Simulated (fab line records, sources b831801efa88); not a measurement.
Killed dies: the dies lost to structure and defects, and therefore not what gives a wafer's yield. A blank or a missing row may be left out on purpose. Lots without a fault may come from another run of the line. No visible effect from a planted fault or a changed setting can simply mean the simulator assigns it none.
fab line records	flow sky130
record lots=11	wafers=33	lastDay=50
route steps=708 shown METAL1@450 METAL2@487 VIA2@507 METAL3@565
lots that met no fault: from a run of the same line without faults
startH: start of the lot's first displayed wafer, in hours after the record's first day	waitH: hours since the lot's step before	" repeats the value in the row above	L1.1+2: a single row standing in for several wafers	- no value, or no start given	* or withheld: withheld	< > ~ a bound
route shown NAME@n: a module of which the file shows steps, and the number in the route of the first	usual: mean and standard deviation over wafers with no fault	same: alike in all rows	chamber/n: place in a boat	sites: the reading at each site	_std_site: standard deviation across them	_edge_site: mean of outer sites minus mean of inner sites	radiusMm: how far each site lies from the wafer's centre	mask NAME#n: copy n	behind: the tool/chamber that last shaped the wafer	hold: what put the lot on hold/how long, in hours/how the hold closed	device: whichever transistor did not switch (one of n, p or np)	end of line: the tests these same wafers got at the end of their route	a step given without rows: its recipe and nothing more	killed: dies lost to structure and defects at the first sort, not the wafer's yield	map: the dies of a wafer, with x for killed, . for not killed, _ for no die there
set.NAME: the setting as run; set.NAME@STEP: as run at that earlier step	model.NAME: the simulator's own value behind a step, which no gauge read
route steps across a sampled set of lots; one table per step, one row per wafer
services: a tool's chamber out of use, with start hour (startH, from the record's first day; less than 0 if before it), hours out, and reason
## steps
# step SKY_METAL1_OVL_MEAS_16
# usual METAL1_OVL=-1/5
lot.wafer	tool	chamber	startH	waitH	METAL1_OVL[nm]
L264.1	overlay-01	-	770.71	0.1	-6
L264.4	"	-	"	"	-3
L264.6	"	-	"	"	-4
L265.1	overlay-02	-	778.86	0.1	8
L265.3	"	-	"	"	7
L265.5	"	-	"	"	13
L266.3	overlay-01	-	785.70	0.1	0
L266.4	"	-	"	"	-5
L266.6	"	-	"	"	-4
L267.1	overlay-02	-	787.34	0.1	-4
L267.5	"	-	"	"	-6
L267.6	"	-	"	"	-3
L268.2	overlay-01	-	796.46	0.1	0
L268.3	"	-	"	"	-4
L268.6	"	-	"	"	-2
L271.2	overlay-01	-	825.50	0.1	-1
L271.5	"	-	"	"	-1
L271.6	"	-	"	"	-2
L272.2	overlay-01	-	831.25	0.1	8
L272.4	"	-	"	"	5
L272.6	"	-	"	"	1
L280.3	overlay-02	-	889.52	0.1	-11
L280.5	"	-	"	"	5
L280.6	"	-	"	"	-2
L283.1	overlay-02	-	909.54	0.1	-1
L283.2	"	-	"	"	-2
L283.6	"	-	"	"	2
L285.1	overlay-01	-	917.74	0.1	-3
L285.2	"	-	"	"	-2
L285.5	"	-	"	"	-2
L287.1	overlay-02	-	931.74	0.1	-2
L287.3	"	-	"	"	1
L287.5	"	-	"	"	7
# step SKY_METAL2_SPUTTER_04
# recipe material=TiN	targetThkNm=70	powerW=6500	timeS=58.3	chamberPressurePa=0.4
# usual throttleValvePct=29.7/0.68
lot.wafer	tool	chamber	startH	waitH	throttleValvePct
L264.1	pvdSputter-02	-	800.24	0.0	29.5
L264.4	"	-	"	"	30.5
L264.6	"	-	"	"	30.6
L265.1	pvdSputter-01	-	808.78	0.0	29.0
L265.3	"	-	"	"	30.1
L265.5	"	-	"	"	30.2
L266.3	pvdSputter-03	-	815.04	0.0	30.6
L266.4	"	-	"	"	29.0
L266.6	"	-	"	"	29.0
L267.1	pvdSputter-02	-	816.63	0.0	30.7
L267.5	"	-	"	"	29.3
L267.6	"	-	"	"	30.3
L268.2	pvdSputter-02	-	826.21	0.0	30.9
L268.3	"	-	"	"	30.8
L268.6	"	-	"	"	30.7
L271.2	pvdSputter-02	-	854.59	0.0	30.1
L271.5	"	-	"	"	29.3
L271.6	"	-	"	"	30.1
L272.2	pvdSputter-02	-	859.96	0.0	30.4
L272.4	"	-	"	"	30.5
L272.6	"	-	"	"	30.3
L280.3	pvdSputter-01	-	918.00	0.0	29.0
L280.5	"	-	"	"	29.1
L280.6	"	-	"	"	30.0
L283.1	pvdSputter-02	-	938.03	0.0	31.0
L283.2	"	-	"	"	30.1
L283.6	"	-	"	"	30.0
L285.1	pvdSputter-03	-	945.07	0.0	30.5
L285.2	"	-	"	"	28.8
L285.5	"	-	"	"	28.5
L287.1	pvdSputter-01	-	958.74	0.0	30.1
L287.3	"	-	"	"	29.9
L287.5	"	-	"	"	30.2
# step SKY_VIA2_HDPCVD_00
# recipe material=SiO2	targetThkNm=1180	sigmaOpenFrac=0.3	timeS=196.7	tempC=400	sih4FlowSccm=60	pressureMtorr=6
# usual runLengthS=224.7/0.34
lot.wafer	tool	chamber	startH	waitH	runLengthS
L264.1	hdpcvd-02	2	827.31	0.0	224.8
L264.4	"	2	"	"	224.5
L264.6	"	1	"	"	225.4
L265.1	hdpcvd-01	1	836.64	0.0	224.7
L265.3	"	0	"	"	224.8
L265.5	"	2	"	"	224.9
L266.3	hdpcvd-02	2	842.62	0.0	225.3
L266.4	"	2	"	"	224.5
L266.6	"	0	"	"	225.0
L267.1	hdpcvd-01	2	843.93	0.0	224.5
L267.5	"	1	"	"	224.9
L267.6	"	0	"	"	225.6
L268.2	hdpcvd-02	0	853.33	0.0	224.7
L268.3	"	1	"	"	224.3
L268.6	"	1	"	"	224.5
L271.2	hdpcvd-01	0	881.32	0.0	224.8
L271.5	"	0	"	"	225.6
L271.6	"	1	"	"	224.6
L272.2	hdpcvd-01	2	886.90	0.0	224.8
L272.4	"	1	"	"	225.3
L272.6	"	2	"	"	224.5
L280.3	hdpcvd-02	0	944.15	0.1	224.2
L280.5	"	0	"	"	224.3
L280.6	"	1	"	"	244.9
L283.1	hdpcvd-01	2	963.89	0.0	224.6
L283.2	"	1	"	"	224.7
L283.6	"	1	"	"	224.6
L285.1	hdpcvd-01	0	970.69	0.0	224.8
L285.2	"	1	"	"	225.2
L285.5	"	2	"	"	225.1
L287.1	hdpcvd-01	2	983.56	0.0	224.8
L287.3	"	0	"	"	225.0
L287.5	"	2	"	"	224.6
# step SKY_VIA2_THK_MEAS_01
# recipe reads=SiO2_of_VIA2_HDPCVD_00
# usual VIA2_HDPCVD_THK=1180/12
lot.wafer	tool	chamber	startH	waitH	VIA2_HDPCVD_THK[nm]
L264.1	filmMetro-01	-	827.50	0.1	1181
L264.4	"	-	"	"	1191
L264.6	"	-	"	"	1187
L265.1	filmMetro-02	-	836.76	0.1	1178
L265.3	"	-	"	"	1172
L265.5	"	-	"	"	1190
L266.3	filmMetro-01	-	842.77	0.1	1189
L266.4	"	-	"	"	1173
L266.6	"	-	"	"	1164
L267.1	filmMetro-02	-	844.06	0.1	1194
L267.5	"	-	"	"	1178
L267.6	"	-	"	"	1175
L268.2	filmMetro-02	-	853.46	0.1	1185
L268.3	"	-	"	"	1174
L268.6	"	-	"	"	1174
L271.2	filmMetro-04	-	881.46	0.1	1201
L271.5	"	-	"	"	1192
L271.6	"	-	"	"	1204
L272.2	filmMetro-01	-	887.04	0.1	1190
L272.4	"	-	"	"	1193
L272.6	"	-	"	"	1214
L280.3	filmMetro-04	-	944.30	0.1	1179
L280.5	"	-	"	"	1175
L280.6	"	-	"	"	1279
L283.1	filmMetro-02	-	964.01	0.1	1168
L283.2	"	-	"	"	1173
L283.6	"	-	"	"	1190
L285.1	filmMetro-01	-	970.82	0.1	1167
L285.2	"	-	"	"	1191
L285.5	"	-	"	"	1188
L287.1	filmMetro-02	-	983.69	0.1	1183
L287.3	"	-	"	"	1173
L287.5	"	-	"	"	1180
# step SKY_METAL3_DESCUM_15
# recipe chemistry=O2	sourcePowerW=150	biasPowerW=0	pressureMtorr=10	tempC=40	timeS=8
# usual chamberPressureMTorr=10.000/0.0092	drypumpMotorCurrentA=5.7/0.54	oesProductAu=0.998/0.011
lot.wafer	tool	chamber	startH	waitH	chamberPressureMTorr	drypumpMotorCurrentA	oesProductAu	rfHoursCounterH
L264.1	rieMetal-03	0	907.59	0.0	10.007	5.2	1.010	1
L264.4	"	1	"	"	10.014	6.0	0.978	-
L264.6	"	1	"	"	9.987	5.9	0.980	-
L265.1	rieMetal-03	1	917.34	0.0	9.999	5.9	0.986	18
L265.3	"	1	"	"	10.007	5.9	0.990	-
L265.5	"	0	"	"	9.997	5.2	1.011	-
L266.3	rieMetal-02	1	921.81	0.0	9.985	4.7	1.012	-
L266.4	"	0	"	"	9.991	5.9	0.989	-
L266.6	"	1	"	"	10.013	4.7	1.012	-
L267.1	rieMetal-02	1	923.88	0.0	10.003	4.7	1.002	7
L267.5	"	1	"	"	10.010	4.7	0.998	-
L267.6	"	0	"	"	10.013	5.9	0.977	-
L268.2	rieMetal-01	0	931.80	0.0	9.999	5.8	0.989	13
L268.3	"	0	"	"	10.000	5.8	0.985	-
L268.6	"	1	"	"	10.012	6.4	1.011	-
L271.2	rieMetal-01	0	958.80	0.0	9.993	5.8	0.989	14
L271.5	"	1	"	"	9.998	6.4	1.003	-
L271.6	"	0	"	"	9.984	5.8	0.991	-
L272.2	rieMetal-01	1	964.50	0.0	9.992	6.4	0.994	12
L272.4	"	0	"	"	9.988	5.8	0.992	-
L272.6	"	0	"	"	9.996	5.8	1.000	-
L280.3	rieMetal-01	0	1018.36	0.0	10.004	5.8	0.986	-
L280.5	"	0	"	"	9.997	5.8	0.990	-
L280.6	"	1	"	"	10.011	6.4	1.004	-
L283.1	rieMetal-01	0	1036.45	0.0	9.998	5.8	0.996	19
L283.2	"	1	"	"	9.998	6.4	1.003	16
L283.6	"	1	"	"	9.996	6.4	1.006	-
L285.1	rieMetal-03	1	1044.03	0.0	10.001	5.9	0.999	4
L285.2	"	0	"	"	9.985	5.2	1.018	10
L285.5	"	0	"	"	9.992	5.2	1.014	-
L287.1	rieMetal-01	0	1054.85	0.0	9.999	5.8	0.993	20
L287.3	"	1	"	"	9.997	6.4	0.982	-
L287.5	"	0	"	"	9.994	5.8	0.980	-
## services
tool	chamber	startH	hours	kind
pvdSputter-01	-	789.20	3.5	repair
rieMetal-03	-	811.11	0.1	repair
hdpcvd-02	0	814.97	22.8	repair
rieMetal-02	-	822.71	0.6	repair
pvdSputter-01	-	833.08	3.0	repair
pvdSputter-02	2	844.35	-	consumableReplace:kit
pvdSputter-02	2	844.35	18.0	scheduledDown
pvdSputter-02	2	844.35	18.0	ventCycle
rieMetal-03	-	893.04	2.8	pm
rieMetal-02	-	902.56	4.7	repair
hdpcvd-01	-	926.68	1.1	repair
hdpcvd-01	-	927.54	0.3	repair
hdpcvd-02	2	941.28	35.6	repair
pvdSputter-02	-	942.36	10.4	repair
hdpcvd-02	-	950.25	15.0	pm
hdpcvd-02	0	950.25	15.0	ventCycle
hdpcvd-02	1	950.25	15.0	ventCycle
hdpcvd-01	-	976.31	5.5	pm
pvdSputter-03	-	1023.47	59.0	repair
hdpcvd-01	-	1037.28	2.6	repair
pvdSputter-02	1	1051.62	-	consumableReplace:kit
pvdSputter-02	1	1051.62	18.0	scheduledDown
pvdSputter-02	1	1051.62	18.0	ventCycle
rieMetal-02	0	1053.35	1.3	repair
## key
firstSign step=SKY_VIA2_HDPCVD_00	reading=runLengthS	direction=up	sigmas=60	usual=*	struck=*
effect step=SKY_VIA2_THK_MEAS_01	reading=VIA2_HDPCVD_THK	direction=up	sigmas=7.9	usual=1180	struck=1279
metAt SKY_VIA2_HDPCVD_00
struckLots L280
struckWafers L280.6
notActingAt SKY_METAL1_OVL_MEAS_16,SKY_METAL2_SPUTTER_04,SKY_METAL3_DESCUM_15
onsetBetween 853.33 944.15
fault kind=processParameterDrift	tool=hdpcvd-02	chamber=-	onsetH=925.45	steps=SKY_VIA2_HDPCVD_00	channel=timeS	offset=*	shape=step	endH=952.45	scope=struckWafersOnly	actsIn=*	stated=*
